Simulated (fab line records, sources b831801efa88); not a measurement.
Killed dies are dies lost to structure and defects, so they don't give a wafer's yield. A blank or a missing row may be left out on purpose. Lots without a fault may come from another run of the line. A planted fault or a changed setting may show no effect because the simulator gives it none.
Chamber matching | flow sky130 | SKY_CAP2M_CVD_00 on pecvd-04: 3 sister chambers
The step deposits SiO2, target thk 15.5 nm. 6 wafers are shown with their chamber, then 12 later ones without.

WAFERS WITH THEIR CHAMBER
wafer  | chamber | heater_power_w (W)
L081.4 | 1       | 753
L087.5 | 0       | 793
L087.6 | 1       | 841
L091.1 | 2       | 765
L091.2 | 0       | 824
L091.5 | 2       | 729

WAFERS WITHOUT THEIR CHAMBER
wafer  | heater_power_w (W)
L090.2 | 857
L090.3 | 731
L090.5 | 852
L093.3 | 817
L093.5 | 855
L093.6 | 767
L094.2 | 750
L094.3 | 854
L094.4 | 750
L097.1 | 784
L097.3 | 839
L097.6 | 764

WHICH CHAMBER EACH WENT THROUGH
wafer  | from the rows above          | in truth
L090.2 | can't be placed: 0 or 1 or 2 | 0
L090.3 | can't be placed: 2 or 1 or 0 | 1
L090.5 | can't be placed: 0 or 1 or 2 | 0
L093.3 | can't be placed: 0 or 1 or 2 | 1
L093.5 | can't be placed: 0 or 1 or 2 | 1
L093.6 | can't be placed: 2 or 1 or 0 | 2
L094.2 | can't be placed: 2 or 1 or 0 | 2
L094.3 | can't be placed: 0 or 1 or 2 | 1
L094.4 | can't be placed: 2 or 1 or 0 | 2
L097.1 | can't be placed: 1 or 0 or 2 | 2
L097.3 | can't be placed: 0 or 1 or 2 | 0
L097.6 | can't be placed: 2 or 1 or 0 | 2
Placed correctly: 0 of 12. Can't be placed from these rows: 12 (the true chamber is among the candidates in 12). Placed wrongly: 0.
How it was worked out, from the rows above alone: a wafer's distance from a chamber is the root of the sum, over the readings, of the square of ((its reading less the chamber's mean) divided by the reading's scatter). The wafer belongs to the nearest chamber; if the next one is less than 2 further off, it can't be placed. A chamber's mean is the mean of its shown wafers. The scatter: the root of (the sum of the squares of (reading less its chamber's mean) over the shown wafers, divided by (wafers less chambers)).
